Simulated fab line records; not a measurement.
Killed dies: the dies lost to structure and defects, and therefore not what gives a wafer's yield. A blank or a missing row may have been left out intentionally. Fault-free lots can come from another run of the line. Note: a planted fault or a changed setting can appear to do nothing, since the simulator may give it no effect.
Which tool did it? ; flow sky130 ; 18 wafers sampled from 6 lots at 1 step of a route of 708

WHAT THE GAUGES READ, wafer by wafer
SKY_GATE_OXIDE_OVL_MEAS_10.
lot;measured;on;GATE_OXIDE_OVL (nm)
L191;day 14 04:47;overlay-02;1.1 0.7 2.8
L194;day 15 10:08;overlay-02;1.2 3.0 1.8
L197;day 16 08:22;overlay-02;1.2 0.3 0.4
L199;day 16 23:07;overlay-01;0.8 0.2 0.1
L206;day 19 22:16;overlay-02;-0.5 -3.1 -1.2
L213;day 22 04:52;overlay-01;-3.3 -2.8 -2.1

TOOL THAT RAN EACH LOT (tool first, then ch and the chambers of the sampled wafers, then the start)
Record: no process step prior to these readings.

THE ANSWER, worked out from the rows above alone
Rule: the usual values come from the lots themselves. Put in order of their means at a reading, lots are off if they are a third of the lots or fewer, leave a main group of 4 or more, and stand apart from it by a gap of 3 or more times the standard deviation of the main group's means; of several such gaps the widest counts. A main group whose means are all the same, to the digits that the tables above print for the reading, isn't used. Also off: a lot with no number at a reading for which 4 or more lots have one. The other lots that the step has rows for count as sound.
No lot is off at any reading shown: from this, nothing can be told.

WHAT HAD BEEN PUT IN BY THE SIMULATOR
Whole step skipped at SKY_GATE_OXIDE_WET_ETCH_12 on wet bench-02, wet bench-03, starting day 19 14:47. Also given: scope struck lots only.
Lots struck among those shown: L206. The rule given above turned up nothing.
